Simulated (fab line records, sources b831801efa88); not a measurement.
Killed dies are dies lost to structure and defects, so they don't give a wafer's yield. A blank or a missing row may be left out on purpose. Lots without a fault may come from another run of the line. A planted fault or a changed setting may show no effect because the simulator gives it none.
A struck lot beside a sound one | flow sky130 | 33 steps out of a route of 708
Sound: wafers L144.3, L144.5, L144.6. Struck: wafer L151.5. (L151.2, L151.4 of the same lot were not struck and are left out.) The cause comes at the end.
At each step with rows: each side's tool, then ch and its chambers, then its first start. Under that, the readings that differ: sound wafers | struck wafers | difference of the means | sigmas: that difference in standard deviations of wafers without a fault.
alike: readings whose means differ by less than 2 such deviations, and words and numbers that are the same on both sides. not compared: withheld readings, readings that some wafer has no value for, bounds like >300 that may hide the same value, and numbers for which the record gives no deviation and whose values overlap.
The two part at a step that has a row with sigmas, a row that says differs or no value, or rows on one side only. Numbers that don't overlap but have no deviation are shown without sigmas and don't part them. A reading that every wafer of one side lacks parts them only if that side has two wafers or more.

first, 4 steps without rows for these wafers: SKY_LOCAL_INTERCONNECT_SOFTBAKE_07 (time 90 s); SKY_LOCAL_INTERCONNECT_EXPOSE_08 (exposes mask LI1M, target cd 170 nm); SKY_LOCAL_INTERCONNECT_PEB_09; SKY_LOCAL_INTERCONNECT_DEVELOP_10 (develop time 60 s).
SKY_LOCAL_INTERCONNECT_CD_MEAS_11: target cd 170 nm.
  sound on cd_sem-01, day 32 10:30; struck on cd_sem-02, day 34 07:38
  alike: cd_nm
SKY_LOCAL_INTERCONNECT_OVL_MEAS_12:
  sound on overlay-02, day 32 10:35; struck on overlay-01, day 34 07:44
  alike: LOCAL_INTERCONNECT_OVL
then, 1 step without rows for these wafers: SKY_LOCAL_INTERCONNECT_ETCH_13 (etches BARC in N2/H2, stops on SiO2, time 45.9 s, target depth 60 nm).
SKY_LOCAL_INTERCONNECT_METAL_ETCH_14: etches TiN in Cl2/BCl3, stops on PSG, target depth 110 nm, time 31.4 s.
  sound on rie_metal-03 ch 0,1, day 32 10:42; struck on rie_metal-01 ch 0, day 34 07:50
  alike: drypump_motor_current_A, oes_product_au, throttle_valve_pct
  not compared: rf_hours_counter_h
then, 4 steps without rows for these wafers: SKY_LOCAL_INTERCONNECT_STRIP_15 (strips in O2/N2); SKY_LOCAL_INTERCONNECT_STRIP_16 (strips in post etch residue remover, time 1200 s); SKY_LOCAL_INTERCONNECT_CLEAN_17 (cleans in IPA, time 180 s); SKY_LOCAL_INTERCONNECT_CLEAN_18 (cleans in O3/DIW).
SKY_CONTACT_CVD_00: deposits Si3N4, target thk 75 nm.
  sound on pecvd-02 ch 0,1,2, day 32 11:20; struck on pecvd-02 ch 0, day 34 08:29
  reading                                   | sound            | struck | difference | sigmas
  model.Si3N4_of_CONTACT_CVD_00.thk_nm (nm) | 74.54 76.18 75.5 | 50.68  | -24.73     |
  alike: heater_power_w
SKY_CONTACT_THK_MEAS_01:
  sound on film_metro-04, day 32 11:23; struck on film_metro-01, day 34 08:31
  reading                 | sound          | struck | difference | sigmas
  CONTACT_CVD_00_THK (nm) | 74.5 76.2 75.5 | 50.7   | -24.7      | -30
then, 1 step without rows for these wafers: SKY_CONTACT_HDPCVD_02 (deposits SiO2, target thk 565 nm, time 94.2 s).
SKY_CONTACT_THK_MEAS_03:
  sound on film_metro-02, day 32 11:31; struck on film_metro-04, day 34 08:39
  alike: CONTACT_HDPCVD_THK
SKY_CONTACT_CMP_04: polishes SiO2.
  sound on cmp-02 ch 2,3, day 32 11:36; struck on cmp-01 ch 2, day 34 08:45
  alike: head_pressure_psi, motor_current_A
SKY_CONTACT_BOW_MEAS_05:
  sound on film_metro-01, day 32 11:53; struck on film_metro-01, day 34 09:01
  alike: CONTACT_BOW
then, 8 steps without rows for these wafers: SKY_CONTACT_DEHYDRATE_06 (time 60 s); SKY_CONTACT_HMDS_07 (prime time 60 s); SKY_CONTACT_COAT_08 (resist thk 60 nm); SKY_CONTACT_COAT_09 (resist thk 450 nm); SKY_CONTACT_SOFTBAKE_10 (time 90 s); SKY_CONTACT_EXPOSE_11 (exposes mask CTM1, target cd 170 nm); SKY_CONTACT_PEB_12; SKY_CONTACT_DEVELOP_13 (develop time 60 s).
SKY_CONTACT_CD_MEAS_14: target cd 170 nm.
  sound on cd_sem-01, day 33 14:42; struck on cd_sem-01, day 35 11:10
  alike: cd_nm
SKY_CONTACT_OVL_MEAS_15:
  sound on overlay-01, day 33 14:47; struck on overlay-02, day 35 11:16
  alike: CONTACT_OVL
SKY_CONTACT_ETCH_16: etches BARC in N2/H2, stops on SiO2, time 45.9 s, target depth 60 nm.
  sound on rie_diel-04 ch 1,2,3, day 33 14:49; struck on rie_diel-04 ch 2, day 35 11:17
  alike: drypump_motor_current_A, oes_product_au, throttle_valve_pct
  not compared: rf_hours_counter_h
SKY_CONTACT_ETCH_17: etches SiO2 in C4F8/O2/Ar, stops on Si3N4, target depth 340 nm.
  sound on rie_diel-04 ch 1,2,3, day 33 14:52; struck on rie_diel-04 ch 2, day 35 11:20
  alike: oes_product_au
SKY_CONTACT_ETCH_18: etches Si3N4 in CHF3/O2, stops on TiN, time 39 s, target depth 75 nm.
  sound on rie_diel-04 ch 1,2,3; struck on rie_diel-04 ch 2
  reading                  | sound             | struck | difference | sigmas
  oes_product_au (a.u.)    | 0.858 0.864 0.861 | 0.700  | -0.161     | -24
  throttle_valve_pct (%)   | 8.787 8.795 8.804 | 8.759  | -0.036     | -4
  model.etch.depth_nm (nm) | 74.54 76.18 75.5  | 50.68  | -24.73     |
  alike: chf3_flow_sccm, drypump_motor_current_A
  not compared: rf_hours_counter_h
SKY_CONTACT_STRIP_19: strips in O2/N2.
  sound on plasma_asher-03 ch 0,1, day 33 14:59; struck on plasma_asher-02 ch 0, day 35 11:26
  reading             | sound          | struck | difference | sigmas
  o2_flow_sccm (sccm) | 3002 2980 2992 | 3014   | +23        | +3
  alike: drypump_motor_current_A, oes_product_au, strip_time_to_endpoint_s
  not compared: rf_hours_counter_h
-- the record jumps here: 13 days lie between the struck wafers' starts before and after (it left off in module CONTACT and takes up again in module PAD_OPEN, whose first step shown is number 708 of the route) --
SKY_PAD_OPEN_PROBE_99:
  sound on prober-02, day 47 05:01; struck on prober-02, day 48 17:43
  reading            | sound    | struck | difference | sigmas
  killed_at_M0_to_M3 | 51 40 37 | 58     | +15        | +2
  killed_on_rim      | 11 13 8  | 21     | +10        | +3
  alike: killed_at_M4_up, killed_at_contacts, killed_at_front_end, killed_at_other, killed_dies, killed_open, killed_short

WHERE THEY PART
First at SKY_CONTACT_THK_MEAS_01; last, within this record, at SKY_PAD_OPEN_PROBE_99.

WHY: what the simulator had put in
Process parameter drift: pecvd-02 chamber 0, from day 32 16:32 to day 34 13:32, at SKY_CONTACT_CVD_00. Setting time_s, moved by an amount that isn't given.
